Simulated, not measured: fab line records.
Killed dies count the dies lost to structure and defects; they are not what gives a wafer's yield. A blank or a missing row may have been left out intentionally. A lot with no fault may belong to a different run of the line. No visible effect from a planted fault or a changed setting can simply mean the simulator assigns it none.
Which tool is to blame? ; flow gf180mcu ; 14 lots, 42 wafers sampled, at 4 steps of a route of 602

WHAT EACH GAUGE READ, for each wafer
GF_M4_THK_MEAS_06: measures by xrf.
lot;measured;on;M4_ALCU_THK (nm)
L190;day 23 00:31;film-metro-03;460 460 460
L191;day 23 02:22;film-metro-02;456 463 457
L192;day 23 14:43;film-metro-04;459 455 455
L193;day 24 00:55;film-metro-02;456 460 451
L194;day 24 02:49;film-metro-03;457 454 449
L197;day 25 07:11;film-metro-04;454 459 457
L201;day 26 08:47;film-metro-04;463 453 459
L203;day 27 02:38;film-metro-04;453 456 448
L205;day 27 12:51;film-metro-04;443 448 451
L207;day 28 03:39;film-metro-04;450 449 455
L208;day 28 08:52;film-metro-03;448 457 450
L211;day 29 04:29;film-metro-04;450 452 446
L212;day 29 08:55;film-metro-03;446 456 457
L213;day 29 18:02;film-metro-04;464 456 456

GF_V4_OVL_MEAS_15.
lot;measured;on;V4_OVL (nm)
L190;day 24 21:27;overlay-01;-10 -2 -4
L191;day 25 00:00;overlay-01;0 2 8
L192;day 25 11:35;overlay-02;-3 4 0
L193;day 25 20:48;overlay-01;-4 -6 -1
L194;day 25 22:03;overlay-01;-4 -5 -10
L197;day 27 01:13;overlay-01;1 5 -3
L201;day 28 02:14;overlay-02;-15 -4 -5
L203;day 28 19:18;overlay-01;-10 -1 -1
L205;day 29 05:35;overlay-01;-4 -7 -4
L207;day 29 19:36;overlay-02;-9 -7 -3
L208;day 30 01:05;overlay-02;5 -8 -3
L211;day 30 18:41;overlay-02;-4 -2 -5
L212;day 30 23:41;overlay-02;-2 3 1
L213;day 31 07:08;overlay-02;-5 1 -1

WHAT TOOL EACH LOT RAN ON (gives the tool, then ch and the chambers of the sampled wafers, and finally the start)
lot;GF_M4_SPUTTER_04;GF_V4_PEB_12
L190;pvd-sputter-03, day 23 00:20;litho-track-01 ch 0, day 24 21:01
L191;pvd-sputter-04, day 23 02:12;litho-track-01 ch 0, day 24 23:34
L192;pvd-sputter-04, day 23 14:33;litho-track-03 ch 0, day 25 11:08
L193;pvd-sputter-04, day 24 00:45;litho-track-01 ch 0, day 25 20:20
L194;pvd-sputter-03, day 24 02:40;litho-track-01 ch 0, day 25 21:35
L197;pvd-sputter-03, day 25 07:02;litho-track-03 ch 0, day 27 00:45
L201;pvd-sputter-01, day 26 08:37;litho-track-03 ch 0, day 28 01:47
L203;pvd-sputter-04, day 27 02:28;litho-track-03 ch 0, day 28 18:45
L205;pvd-sputter-04, day 27 12:41;litho-track-04 ch 0, day 29 05:07
L207;pvd-sputter-04, day 28 03:28;litho-track-04 ch 0, day 29 19:13
L208;pvd-sputter-03, day 28 08:43;litho-track-01 ch 0, day 30 00:37
L211;pvd-sputter-04, day 29 04:20;litho-track-04 ch 0, day 30 18:13
L212;pvd-sputter-03, day 29 08:46;litho-track-04 ch 0, day 30 23:13
L213;pvd-sputter-01, day 29 17:52;litho-track-04 ch 0, day 31 06:41
- GF_M4_SPUTTER_04: material TiN, target thk 50 nm, time 39.7 s.
- GF_V4_PEB_12: peb time 90 s.

WHAT THE TOOLS THEMSELVES READ (means of the sampled wafers that have a number; where no wafer has one, the mark that the record gives instead)
GF_M4_SPUTTER_04.
lot;tool;throttle-valve-pct (%)
L190;pvd-sputter-03;29.5
L191;pvd-sputter-04;29.9
L192;pvd-sputter-04;28.7
L193;pvd-sputter-04;28.9
L194;pvd-sputter-03;30.1
L197;pvd-sputter-03;29.4
L201;pvd-sputter-01;29.9
L203;pvd-sputter-04;29.0
L205;pvd-sputter-04;29.0
L207;pvd-sputter-04;29.7
L208;pvd-sputter-03;29.4
L211;pvd-sputter-04;29.2
L212;pvd-sputter-03;30.0
L213;pvd-sputter-01;30.4

GF_V4_PEB_12.
lot;tool;heater-power-total-W (W);plate-temp-C (C)
L190;litho-track-01;85.71;135.18
L191;litho-track-01;85.72;134.99
L192;litho-track-03;85.67;135.11
L193;litho-track-01;85.75;135.09
L194;litho-track-01;85.69;135.05
L197;litho-track-03;85.70;134.99
L201;litho-track-03;86.45;135.94
L203;litho-track-03;86.39;136.03
L205;litho-track-04;85.69;135.02
L207;litho-track-04;85.73;134.98
L208;litho-track-01;85.73;134.98
L211;litho-track-04;85.75;134.89
L212;litho-track-04;85.73;134.92
L213;litho-track-04;85.72;134.96

THE ANSWER, worked out from the rows above alone
Rule: the lots themselves supply what counts as usual. Put in order of their means at a reading, lots are off if they are a third of the lots or fewer, leave a main group of 4 or more, and stand apart from it by a gap of 3 or more times the standard deviation of the main group's means; of several such gaps the widest counts. A main group whose means are all the same, to the digits that the tables above print for the reading, isn't used. A lot without any number at a reading at which 4 lots or more have one is off too. All remaining lots with rows at the step are treated as sound. The gauges are gone through in route order, then the tools' own readings, and for those a lot's mean is taken as printed above. At the first step where some lot is off, the reading lying furthest off is the one used; lots without a number count as furthest.
Off at GF_V4_PEB_12 (heater-power-total-W): L201, L203. Main group: mean 85.72 W, sd 0.024.
A tool fits if, at that step or a process step before it, it ran every lot that is off, and no sound lot after the first of them. One candidate fits, namely litho-track-03 at GF_V4_PEB_12. A fault onset in the window from L197 (day 27 00:45, its last sound lot) to L201 (day 28 01:47, its first lot off) fits.
The tool's own readings at GF_V4_PEB_12 bear it out: on the lots that are off they differ by more than 5 times the standard deviation of the sound lots' means. heater-power-total-W reads 86.42 W there against 85.72 W on the sound lots; plate-temp-C reads 135.99 C there against 135.01 C on the sound lots.

WHAT WAS PUT IN BY THE SIMULATOR
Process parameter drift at GF_V4_PEB_12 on litho-track-03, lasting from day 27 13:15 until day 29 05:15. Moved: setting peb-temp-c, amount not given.
Struck lots among those shown: L201, L203. The rule above reached the same finding.
